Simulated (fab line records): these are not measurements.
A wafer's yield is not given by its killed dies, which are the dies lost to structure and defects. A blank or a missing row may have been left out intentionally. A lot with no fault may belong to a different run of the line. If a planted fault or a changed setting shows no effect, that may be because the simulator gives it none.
What tool caused it? ; flow sky130 ; 36 wafers from 12 lots sampled at 5 of the route's 708 steps

## WHAT THE GAUGES READ, wafer by wafer
The record lacks any reading of a measuring or inspecting step that a usual standard deviation could be used to judge.

## EACH LOT AND THE TOOL THAT RAN IT (in order: tool; ch and the chambers of the sampled wafers; start)
lot;SKY_LOCAL_INTERCONNECT_SPUTTER_00;SKY_CONTACT_STRIP_19;SKY_CONTACT_CMP_27;SKY_METAL1_SPUTTER_03;SKY_PAD_OPEN_PROBE_99
L897;pvdSputter-01, day 29 15:59;plasmaAsher-03 ch 0,1, day 32 03:03;cmp-01 ch 1,2,3, day 32 04:09;pvdSputter-04, day 32 04:22;-
L899;pvdSputter-04, day 30 09:55;plasmaAsher-02 ch 0,1, day 32 20:33;cmp-01 ch 0,1, day 32 21:32;pvdSputter-01, day 32 21:52;-
L902;pvdSputter-04, day 31 10:13;plasmaAsher-03 ch 0,1, day 33 19:48;cmp-02 ch 0,1,2, day 33 20:48;pvdSputter-01, day 33 21:07;prober-02, day 47 14:55
L905;pvdSputter-01, day 32 13:09;plasmaAsher-04 ch 0,1, day 34 22:37;cmp-02 ch 0,1,2, day 34 23:37;pvdSputter-02, day 34 23:56;-
L907;pvdSputter-03, day 33 09:04;plasmaAsher-04 ch 0,1, day 35 18:40;cmp-01 ch 0,2, day 35 19:37;-;prober-01, day 48 21:11
L908;pvdSputter-01, day 33 11:26;plasmaAsher-02 ch 0,1, day 35 21:06;cmp-02 ch 0,1,3, day 35 22:10;-;prober-02, day 49 00:44
L909;pvdSputter-01, day 33 14:25;plasmaAsher-02 ch 0,1, day 35 23:36;cmp-02 ch 0,2, day 36 00:35;-;prober-01, day 49 02:11
L910;pvdSputter-04, day 34 07:04;plasmaAsher-02 ch 0,1, day 36 16:13;cmp-02 ch 0,1, day 36 17:37;pvdSputter-02, day 36 17:59;prober-02, day 49 14:38
L914;pvdSputter-04, day 35 23:55;plasmaAsher-03 ch 0,1, day 38 05:42;cmp-02 ch 0,1,2, day 38 06:46;pvdSputter-01, day 38 07:08;-
L916;pvdSputter-04, day 36 06:43;plasmaAsher-03 ch 0,1, day 38 12:01;cmp-02 ch 1,2,3, day 38 13:01;pvdSputter-04, day 38 13:20;-
L917;pvdSputter-04, day 36 10:40;plasmaAsher-04 ch 0,1, day 38 15:59;cmp-02 ch 0,1,2, day 38 17:03;pvdSputter-01, day 38 17:16;-
L918;pvdSputter-04, day 36 13:34;plasmaAsher-03 ch 1, day 38 19:27;cmp-01 ch 0,2,3, day 38 20:31;pvdSputter-02, day 38 20:53;-
- SKY_LOCAL_INTERCONNECT_SPUTTER_00: material TiN, target thk 100 nm, time 83.3 s.
- SKY_CONTACT_STRIP_19: strips in O2/N2.
- SKY_CONTACT_CMP_27: polishes, stops on SiO2, t overpolish 15 s, target thk 0 nm.
- SKY_METAL1_SPUTTER_03: material Ti, target thk 5 nm, time 3.3 s.
- SKY_PAD_OPEN_PROBE_99

## WHAT THE TOOLS THEMSELVES READ (means of the sampled wafers that have a number; where no wafer has one, the mark that the record gives instead)
SKY_LOCAL_INTERCONNECT_SPUTTER_00. Usual: 29.8 % for throttleValvePct, sd 0.8.
lot;tool;throttleValvePct (%);flag
L897;pvdSputter-01;29.9;
L899;pvdSputter-04;30.1;
L902;pvdSputter-04;30.0;
L905;pvdSputter-01;30.4;
L907;pvdSputter-03;31.1;
L908;pvdSputter-01;29.9;
L909;pvdSputter-01;30.1;
L910;pvdSputter-04;30.0;
L914;pvdSputter-04;29.0;
L916;pvdSputter-04;29.3;
L917;pvdSputter-04;29.5;
L918;pvdSputter-04;29.9;

SKY_CONTACT_STRIP_19. Usual: chamberPressureMTorr 1500.1 mTorr, standard deviation 1.3; drypumpMotorCurrentA 5.71 A, standard deviation 0.27; n2FlowSccm 300.0 sccm, standard deviation 0.95; oesProductAu 0.380 a.u., standard deviation 0.0048; stripTimeToEndpointS 3.61 s, standard deviation 0.03.
lot;tool;chamberPressureMTorr (mTorr);drypumpMotorCurrentA (A);n2FlowSccm (sccm);oesProductAu (a.u.);stripTimeToEndpointS (s);flag
L897;plasmaAsher-03;1500.6;5.65;300.0;0.377;3.62;
L899;plasmaAsher-02;1499.9;5.86;299.9;0.381;3.62;
L902;plasmaAsher-03;1500.2;5.80;300.9;0.377;3.61;
L905;plasmaAsher-04;1500.2;5.74;300.1;0.382;3.62;
L907;plasmaAsher-04;-;-;-;-;-;OFF
L908;plasmaAsher-02;-;-;-;-;-;OFF
L909;plasmaAsher-02;-;-;-;-;-;OFF
L910;plasmaAsher-02;1499.9;5.75;299.9;0.385;3.63;
L914;plasmaAsher-03;1500.5;5.77;299.8;0.384;3.62;
L916;plasmaAsher-03;1499.6;5.81;299.2;0.374;3.59;
L917;plasmaAsher-04;1500.3;5.77;299.9;0.380;3.60;
L918;plasmaAsher-03;1500.6;5.91;300.1;0.385;3.62;

SKY_CONTACT_CMP_27. Usual: headPressurePsi 3.502 psi, standard deviation 0.0073; motorCurrentA 11.0 A, standard deviation 1.5; overpolishRunS 15.001 s, standard deviation 0.0089; slurryFlowMlMin 150.0, standard deviation 0.43; timeToEndpointS 80 s, standard deviation 3.2.
lot;tool;headPressurePsi (psi);motorCurrentA (A);overpolishRunS (s);slurryFlowMlMin;timeToEndpointS (s);flag
L897;cmp-01;3.504;11.8;15.005;149.3;78;
L899;cmp-01;3.498;10.3;15.002;149.7;78;
L902;cmp-02;3.502;11.2;14.989;150.0;81;
L905;cmp-02;3.503;11.2;15.000;150.6;83;
L907;cmp-01;3.499;10.5;14.998;149.8;82;
L908;cmp-02;3.499;10.1;15.010;149.9;78;
L909;cmp-02;3.499;10.8;14.999;149.9;83;
L910;cmp-02;3.501;10.7;15.002;150.0;77;
L914;cmp-02;3.505;11.3;14.997;150.1;82;
L916;cmp-02;3.501;11.5;14.994;150.1;79;
L917;cmp-02;3.503;11.4;14.999;149.7;82;
L918;cmp-01;3.505;10.6;14.994;150.7;81;

SKY_METAL1_SPUTTER_03. Usual: 29.5 % for throttleValvePct, sd 0.83.
lot;tool;throttleValvePct (%);flag
L897;pvdSputter-04;30.4;
L899;pvdSputter-01;29.4;
L902;pvdSputter-01;30.1;
L905;pvdSputter-02;29.2;
L910;pvdSputter-02;29.4;
L914;pvdSputter-01;29.9;
L916;pvdSputter-04;30.0;
L917;pvdSputter-01;29.4;
L918;pvdSputter-02;30.0;

SKY_PAD_OPEN_PROBE_99. Usual: killed_at_M0_to_M3 42, standard deviation 6.6; killed_at_M4_up 3.1, standard deviation 1.9; killedAtContacts 25, standard deviation 5.7; killedAtFrontEnd 16, standard deviation 5; killedAtOther 0.2, standard deviation 0.38; killedDies 86, standard deviation 9.6; killedOnRim 16, standard deviation 4; killedOpen 47, standard deviation 7.2; killedShort 39, standard deviation 6.2.
lot;tool;killed_at_M0_to_M3;killed_at_M4_up;killedAtContacts;killedAtFrontEnd;killedAtOther;killedDies;killedOnRim;killedOpen;killedShort;flag
L902;prober-02;43;3.3;30;25;0.7;102;20;55;47;
L907;prober-01;46;3.3;425;17;0.7;492;96;43;44;OFF
L908;prober-02;40;4.3;431;16;0.0;492;96;47;45;OFF
L909;prober-01;40;2.0;435;15;0.3;492;96;51;39;OFF
L910;prober-02;45;3.3;31;15;0.3;95;18;54;40;

## THE ANSWER, worked out from the rows above alone
Rule: lot off if the mean of its wafers having a number is beyond 3 standard deviations from the usual mean. A lot without any number at a reading at which 4 lots or more have one is off too. All remaining lots with rows at the step are treated as sound. After the gauges, taken in route order, come the tools' own readings; for these a lot's mean is taken, as printed above. At the first step where some lot is off, the reading lying furthest off is the one used; lots without a number count as furthest.
Off: L907, L908, L909, at SKY_CONTACT_STRIP_19 (chamberPressureMTorr). Without a number there: L907, L908, L909.
If a tool, at that step or one of the process steps before it, ran each lot that is off and ran no sound lot following the first of them, it fits. No candidate that was tried fits.

## WHAT THE SIMULATOR HAD INSERTED
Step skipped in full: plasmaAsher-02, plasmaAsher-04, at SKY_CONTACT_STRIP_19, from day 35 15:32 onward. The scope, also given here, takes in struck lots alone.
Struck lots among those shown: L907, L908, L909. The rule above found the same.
